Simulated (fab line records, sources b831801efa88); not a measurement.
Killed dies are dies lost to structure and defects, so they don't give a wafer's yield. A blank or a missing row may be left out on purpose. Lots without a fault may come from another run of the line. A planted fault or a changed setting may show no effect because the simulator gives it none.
Chamber matching | flow sky130 | SKY_LI_CONTACT_CMP_24 on cmp-02: 4 sister chambers
The step polishes, stops on PSG, t overpolish 20 s, target thk 0 nm. 4 wafers are shown with their chamber, then 9 later ones without.

WAFERS WITH THEIR CHAMBER
wafer  | chamber | motor_current_A (A)
L968.1 | 2       | 10.9
L980.3 | 3       | 10.3
L980.4 | 0       | 11.1
L980.5 | 1       | 12.2

WAFERS WITHOUT THEIR CHAMBER
wafer  | motor_current_A (A)
L982.2 | 10.1
L982.4 | 10.7
L982.6 | 12.4
L984.2 | 10.6
L984.3 | 10.4
L984.5 | 10.5
L987.1 | 11.0
L987.2 | 10.7
L987.6 | 10.2

WHICH CHAMBER EACH WENT THROUGH
wafer  | from the rows above          | in truth
L982.2 | 3                            | 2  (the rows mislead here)
L982.4 | can't be placed: 2 or 3 or 0 | 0
L982.6 | 1                            | 1
L984.2 | can't be placed: 3 or 2 or 0 | 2
L984.3 | 3                            | 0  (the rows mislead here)
L984.5 | can't be placed: 3 or 2      | 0
L987.1 | can't be placed: 0 or 2      | 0
L987.2 | can't be placed: 2 or 3 or 0 | 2
L987.6 | 3                            | 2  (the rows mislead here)
Placed correctly: 1 of 9. Can't be placed from these rows: 5 (the true chamber is among the candidates in 4). Placed wrongly: 3.
How it was worked out, from the rows above alone: a wafer's distance from a chamber is the root of the sum, over the readings, of the square of ((its reading less the chamber's mean) divided by the reading's scatter). The wafer belongs to the nearest chamber; if the next one is less than 2 further off, it can't be placed. A chamber's mean is the mean of its shown wafers. The scatter: with one shown wafer a chamber, the root of the mean of the squares of how far each hidden wafer lies from its nearest shown one.
